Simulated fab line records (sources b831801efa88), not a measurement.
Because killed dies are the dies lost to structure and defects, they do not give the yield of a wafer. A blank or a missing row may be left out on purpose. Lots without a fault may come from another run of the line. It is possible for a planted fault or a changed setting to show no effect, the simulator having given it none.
Which tool was responsible? | flow sky130 | 12 lots with 33 wafers sampled at 3 steps, on a route of 708 steps

== WHAT EACH GAUGE READ, for each wafer ==
SKY_LOCAL_INTERCONNECT_OVL_MEAS_12.
lot  | measured     | on         | LOCAL_INTERCONNECT_OVL (nm)
L420 | day 30 15:43 | overlay-02 | -2 -6 -4
L422 | day 31 17:49 | overlay-02 | -12 -7 -7
L426 | day 32 15:08 | overlay-02 | -1 -7 -4
L428 | day 33 10:20 | overlay-01 | 2 12 2
L431 | day 34 15:38 | overlay-01 | 2 13 9
L433 | day 34 21:29 | overlay-02 | 0 7
L434 | day 35 01:05 | overlay-02 | -2 3
L436 | day 35 17:46 | overlay-02 | -5 0
L439 | day 36 16:56 | overlay-02 | -1 10 2
L440 | day 37 00:29 | overlay-01 | -2 -2 0
L442 | day 37 10:56 | overlay-01 | -2 -1 -6
L443 | day 37 18:13 | overlay-02 | -3 2 3

== WHICH TOOL RAN EACH LOT (tool, then ch and the chambers of the sampled wafers, then the start) ==
lot  | SKY_LI_CONTACT_ETCH_14            | SKY_LI_CONTACT_STRIP_16
L420 | rieDiel-04 ch 1,2, day 29 09:48   | plasmaAsher-02 ch 0,1, day 29 09:56
L422 | rieDiel-04 ch 0,1,2, day 30 12:24 | plasmaAsher-04 ch 0,1, day 30 12:32
L426 | rieDiel-03 ch 0,1,2, day 31 11:18 | plasmaAsher-04 ch 0,1, day 31 11:26
L428 | rieDiel-03 ch 1,2,3, day 32 06:49 | plasmaAsher-03 ch 0,1, day 32 06:58
L431 | rieDiel-04 ch 0,1, day 33 11:00   | plasmaAsher-02 ch 0,1, day 33 11:08
L433 | rieDiel-04 ch 0, day 33 17:30     | plasmaAsher-02 ch 0, day 33 17:40
L434 | rieDiel-04 ch 1,2, day 33 20:49   | plasmaAsher-03 ch 0, day 33 20:58
L436 | rieDiel-04 ch 0,3, day 34 14:12   | plasmaAsher-04 ch 0,1, day 34 14:20
L439 | rieDiel-03 ch 0,3, day 35 13:39   | plasmaAsher-04 ch 0,1, day 35 13:49
L440 | rieDiel-03 ch 0,1,3, day 35 21:16 | plasmaAsher-04 ch 0,1, day 35 21:23
L442 | rieDiel-02 ch 0,3, day 36 07:28   | plasmaAsher-04 ch 0,1, day 36 07:39
L443 | rieDiel-02 ch 2,3, day 36 14:45   | plasmaAsher-03 ch 0,1, day 36 14:53
- SKY_LI_CONTACT_ETCH_14: etches BARC in N2/H2, stops on SiO2, time 45.9 s, target depth 60 nm.
- SKY_LI_CONTACT_STRIP_16: strips in O2/N2.

== AS READ BY THE TOOLS THEMSELVES (means over the sampled wafers that have a number; for cases with no such wafer, the mark the record gives instead) ==
SKY_LI_CONTACT_ETCH_14.
lot  | tool       | drypumpMotorCurrentA (A) | h2FlowSccm (sccm) | oesProductAu (a.u.) | runLengthS (s) | throttleValvePct (%)
L420 | rieDiel-04 | 6.3                      | 200.5             | 0.855               | 73.9           | 13.226
L422 | rieDiel-04 | 6.2                      | 199.8             | 0.853               | 74.0           | 13.220
L426 | rieDiel-03 | 5.9                      | 199.9             | 0.854               | 74.2           | 13.228
L428 | rieDiel-03 | 6.1                      | 199.8             | 0.853               | 74.2           | 13.219
L431 | rieDiel-04 | 6.1                      | 199.5             | 0.852               | 74.1           | 13.226
L433 | rieDiel-04 | 6.0                      | 199.6             | 0.935               | 56.1           | 13.229
L434 | rieDiel-04 | 6.2                      | 200.2             | 0.922               | 56.1           | 13.224
L436 | rieDiel-04 | 5.9                      | 200.0             | 0.933               | 56.5           | 13.217
L439 | rieDiel-03 | 6.3                      | 200.0             | 0.860               | 74.4           | 13.221
L440 | rieDiel-03 | 6.2                      | 199.5             | 0.850               | 74.3           | 13.221
L442 | rieDiel-02 | 5.4                      | 199.9             | 0.851               | 74.0           | 13.224
L443 | rieDiel-02 | 5.5                      | 200.0             | 0.857               | 73.9           | 13.225

SKY_LI_CONTACT_STRIP_16.
lot  | tool           | drypumpMotorCurrentA (A) | oesProductAu (a.u.) | stripTimeToEndpointS (s)
L420 | plasmaAsher-02 | 6.4                      | 0.373               | 3.49
L422 | plasmaAsher-04 | 5.3                      | 0.369               | 3.50
L426 | plasmaAsher-04 | 5.3                      | 0.373               | 3.50
L428 | plasmaAsher-03 | 5.4                      | 0.379               | 3.49
L431 | plasmaAsher-02 | 6.4                      | 0.374               | 3.43
L433 | plasmaAsher-02 | 6.2                      | 0.386               | 3.66
L434 | plasmaAsher-03 | 5.3                      | 0.384               | 3.62
L436 | plasmaAsher-04 | 5.4                      | 0.385               | 3.67
L439 | plasmaAsher-04 | 5.3                      | 0.384               | 3.56
L440 | plasmaAsher-04 | 5.3                      | 0.375               | 3.51
L442 | plasmaAsher-04 | 5.3                      | 0.381               | 3.53
L443 | plasmaAsher-03 | 5.4                      | 0.372               | 3.47

== THE ANSWER, worked out from the rows above alone ==
Rule: usual is defined by the lots themselves. The widest of any qualifying gaps counts: lots, ordered by their means at a reading, are off when they make up no more than a third of the lots, leave a main group of 4 or more, and stand apart from it by 3 or more times the standard deviation of that group's means. A main group whose means are all the same, to the digits that the tables above print for the reading, isn't used. A lot without any number at a reading at which 4 lots or more have one is off too. Where the step has rows for the other lots, those lots are counted as sound. First the gauges in route order, then the tools' own readings, where a lot's mean is used as printed above. At the first step where some lot is off, the reading lying furthest off is the one used; lots without a number count as furthest.
Off: L433, L434, L436, at SKY_LI_CONTACT_ETCH_14 (runLengthS). For the main group the mean is 74.1 s and the standard deviation 0.17.
If a tool, at that step or one of the process steps before it, ran each lot that is off and ran no sound lot following the first of them, it fits. One candidate fits, namely rieDiel-04 at SKY_LI_CONTACT_ETCH_14. Its last sound lot is L431 (day 33 11:00), its first lot that is off L433 (day 33 17:30): a fault that began between those two fits.
The tool's own readings at SKY_LI_CONTACT_ETCH_14 bear it out: on the lots that are off they differ by more than 5 times the standard deviation of the sound lots' means. oesProductAu reads 0.930 a.u. there against 0.854 a.u. on the sound lots; runLengthS reads 56.2 s there against 74.1 s on the sound lots.

== WHAT THE SIMULATOR HAD INSERTED ==
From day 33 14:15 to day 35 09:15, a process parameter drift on rieDiel-04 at SKY_LI_CONTACT_ETCH_14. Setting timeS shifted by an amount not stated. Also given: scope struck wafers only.
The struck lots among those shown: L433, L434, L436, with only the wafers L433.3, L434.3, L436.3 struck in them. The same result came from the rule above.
